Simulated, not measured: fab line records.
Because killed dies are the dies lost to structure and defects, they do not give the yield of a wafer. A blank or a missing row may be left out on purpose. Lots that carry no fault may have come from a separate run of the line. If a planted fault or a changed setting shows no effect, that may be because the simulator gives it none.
The tool behind it: which one?    flow sky130    13 lots, 39 wafers sampled, at 4 steps of a route of 708

## WHAT THE GAUGES SHOWED, per wafer
SKY_POLY_GATE_THK_MEAS_04. Usual: POLY_GATE_CVD_03_THK typically reads 75.3 nm, with standard deviation 0.78.
lot   measured      on             POLY_GATE_CVD_03_THK (nm)  flag
L488  day 15 14:58  film metro-02  75.5 75.9 75.6             
L489  day 15 20:03  film metro-02  75.7 75.7 75.9             
L490  day 16 06:13  film metro-02  75.3 75.3 74.7             
L491  day 16 16:52  film metro-02  75.1 74.8 74.8             
L492  day 17 00:08  film metro-03  75.9 75.5 75.3             
L493  day 17 05:08  film metro-02  74.0 73.6 74.4             
L494  day 17 08:19  film metro-04  74.9 74.9 74.5             
L496  day 18 06:19  film metro-04  74.6 74.3 73.8             
L499  day 19 18:21  film metro-03  75.4 76.6 75.6             
L501  day 21 16:03  film metro-04  75.0 75.5 75.2             
L506  day 22 02:39  film metro-02  76.1 76.8 76.2             
L507  day 22 17:24  film metro-04  76.8 76.7 76.2             
L509  day 24 00:04  film metro-02  76.3 75.8 76.1             

SKY_SD_N_RS_MEAS_16: measures by four-point-probe. Usual: SD_N_RS typically reads 68.48 ohm/sq, with standard deviation 0.11.
lot   measured      on             SD_N_RS (ohm/sq)   flag
L488  day 28 23:12  film metro-02  68.14 68.33 68.46  
L489  day 28 23:31  film metro-03  68.62 68.47 68.44  
L490  day 28 22:53  film metro-04  68.35 68.55 68.69  
L491  day 29 09:47  film metro-04  68.67 68.52 68.53  
L492  day 29 13:29  film metro-04  68.35 68.41 68.34  
L493  day 29 21:32  film metro-02  65.82 65.77 65.78  OFF
L494  day 29 22:44  film metro-02  68.44 68.56 68.55  
L496  day 30 20:46  film metro-04  65.87 65.80 65.87  OFF
L499  day 32 02:31  film metro-02  68.56 68.54 68.35  
L501  day 33 20:16  film metro-02  65.91 65.94 65.93  OFF
L506  day 34 04:50  film metro-02  68.35 68.41 68.51  
L507  day 34 17:55  film metro-02  68.43 68.38 68.47  
L509  day 35 22:10  film metro-02  68.62 68.46 68.58  

SKY_VIA1_THK_MEAS_01. Usual: VIA1_HDPCVD_THK typically reads 1037 nm, with standard deviation 9.4.
lot   measured      on             VIA1_HDPCVD_THK (nm)  flag
L488  day 33 20:26  film metro-04  1025 1030 1035        
L489  day 33 20:38  film metro-04  1039 1036 1046        
L490  day 33 19:23  film metro-02  1036 1036 1048        
L491  day 34 06:52  film metro-02  1040 1049 1038        
L492  day 34 09:39  film metro-04  1044 1038 1044        
L493  day 34 17:20  film metro-04  1044 1047 1029        
L494  day 34 18:45  film metro-02  1050 1033 1034        
L496  day 35 14:53  film metro-03  1028 1037 1052        
L499  day 36 19:22  film metro-03  1038 1028 1046        
L501  day 38 13:01  film metro-03  1033 1035 1039        
L506  day 38 20:38  film metro-04  1030 1036 1032        
L507  day 39 08:38  film metro-04  1039 1042 1032        
L509  day 40 10:35  film metro-02  1042 1039 1020        

## WHICH TOOL RAN EACH LOT (tool, then ch and the chambers of the sampled wafers, then the start)
lot   SKY_SD_N_IMPLANT_10
L488  implanter-01 ch 0, day 28 22:40
L489  implanter-03 ch 0, day 28 22:56
L490  implanter-02 ch 0, day 28 22:22
L491  implanter-02 ch 0, day 29 09:16
L492  implanter-03 ch 0, day 29 12:56
L493  implanter-02 ch 0, day 29 20:38
L494  implanter-01 ch 0, day 29 22:13
L496  implanter-01 ch 0, day 30 19:56
L499  implanter-03 ch 0, day 32 01:59
L501  implanter-03 ch 0, day 33 19:25
L506  implanter-01 ch 0, day 34 04:16
L507  implanter-03 ch 0, day 34 17:14
L509  implanter-01 ch 0, day 35 21:35
- SKY_SD_N_IMPLANT_10

## AS READ BY THE TOOLS THEMSELVES (means over the sampled wafers that have a number; for cases with no such wafer, the mark the record gives instead)
The record holds no such reading with a usual standard deviation.

## THE ANSWER, worked out from the rows above alone
Rule: a lot counts as off when the mean over its wafers that have a number is more than 3 standard deviations away from the usual mean. Also off: a lot with no number at a reading for which 4 or more lots have one. The other lots that the step has rows for count as sound. Order of review: gauges by route order, followed by the tools' own readings, for which a lot's mean as printed above is used. At the first step where some lot is off, the reading lying furthest off is the one used; lots without a number count as furthest.
Off: at SKY_SD_N_RS_MEAS_16 (SD_N_RS), L493, L496, L501.
A tool fits if, at a process step before that reading, it ran every lot that is off, and no sound lot after the first of them. Gauges at SKY_SD_N_RS_MEAS_16: tried the same way as those tools. Not one of the candidates tried fits.

## WHAT HAD BEEN PUT IN BY THE SIMULATOR
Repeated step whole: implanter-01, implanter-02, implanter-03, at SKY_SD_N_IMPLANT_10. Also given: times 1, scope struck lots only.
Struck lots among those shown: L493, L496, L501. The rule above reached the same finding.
